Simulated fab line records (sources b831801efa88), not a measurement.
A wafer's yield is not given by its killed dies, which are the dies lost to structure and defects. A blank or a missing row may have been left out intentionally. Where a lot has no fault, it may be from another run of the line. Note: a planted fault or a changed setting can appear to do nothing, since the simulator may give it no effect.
A struck lot beside a sound one -- flow sky130 -- 17 steps out of a route of 708
Sound: wafers L167.1, L167.2, L167.5. Struck: wafer L172.3; the same lot's L172.6 was not struck, so it is left out; see the end for the cause.
At each step with rows: each side's tool, then ch and its chambers, then its first start. Under that, the readings that differ: sound wafers -- struck wafers -- difference of the means -- sigmas: that difference in standard deviations of wafers without a fault.
alike: same words and numbers on both sides, and readings whose means sit less than 2 such deviations apart. not compared: any withheld reading, any reading some wafer has no value for, any bound like >300 that may hide the same value, and any number with overlapping values for which the record gives no deviation.
Wherever a step has rows on one side only, a row that says differs or no value, or a row with sigmas, the two part there. Numbers that don't overlap but have no deviation are shown without sigmas and don't part them. A reading that every wafer of one side lacks parts them only if that side has two wafers or more.

SKY_LDD_P_OVL_MEAS_08:
  sound on overlay-01 at day 25 01:43; struck on overlay-01 at day 25 17:29
  alike: LDD_P_OVL
after that, 1 step had no rows for these wafers: SKY_LDD_P_IMPLANT_09.
SKY_LDD_P_STRIP_10: strips in O2/N2.
  sound on plasma-asher-03 ch 0,1, day 25 01:55; struck on plasma-asher-01 ch 0, day 25 17:42
  alike: drypump-motor-current-A, oes-product-au, strip-time-to-endpoint-s
  not compared: rf-hours-counter-h
SKY_LDD_P_TW_MEAS_11:
  sound on film-metro-01 at day 25 02:01; struck on film-metro-03 at day 25 17:47
reading,sound,struck,difference,sigmas
LDD_P_TW,622 625 628,636,+11,+2
then, 7 steps without rows for these wafers: SKY_LDD_HVN_DEHYDRATE_00 (time 60 s); SKY_LDD_HVN_HMDS_01 (prime time 60 s); SKY_LDD_HVN_COAT_02 (resist thk 300 nm); SKY_LDD_HVN_SOFTBAKE_03 (time 60 s); SKY_LDD_HVN_EXPOSE_04 (exposes mask HVNTM, target cd 700 nm); SKY_LDD_HVN_PEB_05; SKY_LDD_HVN_DEVELOP_06 (develop time 60 s).
SKY_LDD_HVN_OVL_MEAS_07:
  sound on overlay-02 at day 26 07:29; struck on overlay-01 at day 26 22:43
  alike: LDD_HVN_OVL
SKY_LDD_HVN_IMPLANT_08:
  sound on implanter-04 ch 0, day 26 07:32; struck on implanter-04 ch 0, day 26 22:47
SKY_LDD_HVN_STRIP_09: strips in O2/N2.
  sound on plasma-asher-04 ch 0,1, day 26 07:41; struck on plasma-asher-02 ch 1, day 26 22:55
  alike: drypump-motor-current-A, oes-product-au, strip-time-to-endpoint-s
  not compared: rf-hours-counter-h
SKY_LDD_HVN_TW_MEAS_10:
  sound on film-metro-03 at day 26 07:47; struck on film-metro-04 at day 26 23:00
reading,sound,struck,difference,sigmas
LDD_HVN_TW,1429 1441 1439,1468,+32,+4
then, 1 step without rows for these wafers: SKY_LDD_HVP_DEHYDRATE_00 (time 60 s).
-- the record jumps here: 23 days lie between the struck wafers' starts before and after (it left off in module LDD_HVP and takes up again in module PAD_OPEN, whose first step shown is number 708 of the route) --
SKY_PAD_OPEN_PROBE_99:
  sound on prober-02 at day 49 19:12; struck on prober-02 at day 50 04:32
reading,sound,struck,difference,sigmas
killed_at_M0_to_M3,55 47 49,33,-17,-2
killed-at-front-end,8 11 3,23,+16,+3
model.etest.tip_n_5v.rs-ohm-sq,1387 1380 1387,1296,-89,
  alike: killed_at_M4_up, killed-at-contacts, killed-at-other, killed-dies, killed-open, killed-short

== WHERE THEY PART ==
At SKY_LDD_P_TW_MEAS_11 first; at SKY_PAD_OPEN_PROBE_99 last (within this record only).

WHY: the cause the simulator had injected
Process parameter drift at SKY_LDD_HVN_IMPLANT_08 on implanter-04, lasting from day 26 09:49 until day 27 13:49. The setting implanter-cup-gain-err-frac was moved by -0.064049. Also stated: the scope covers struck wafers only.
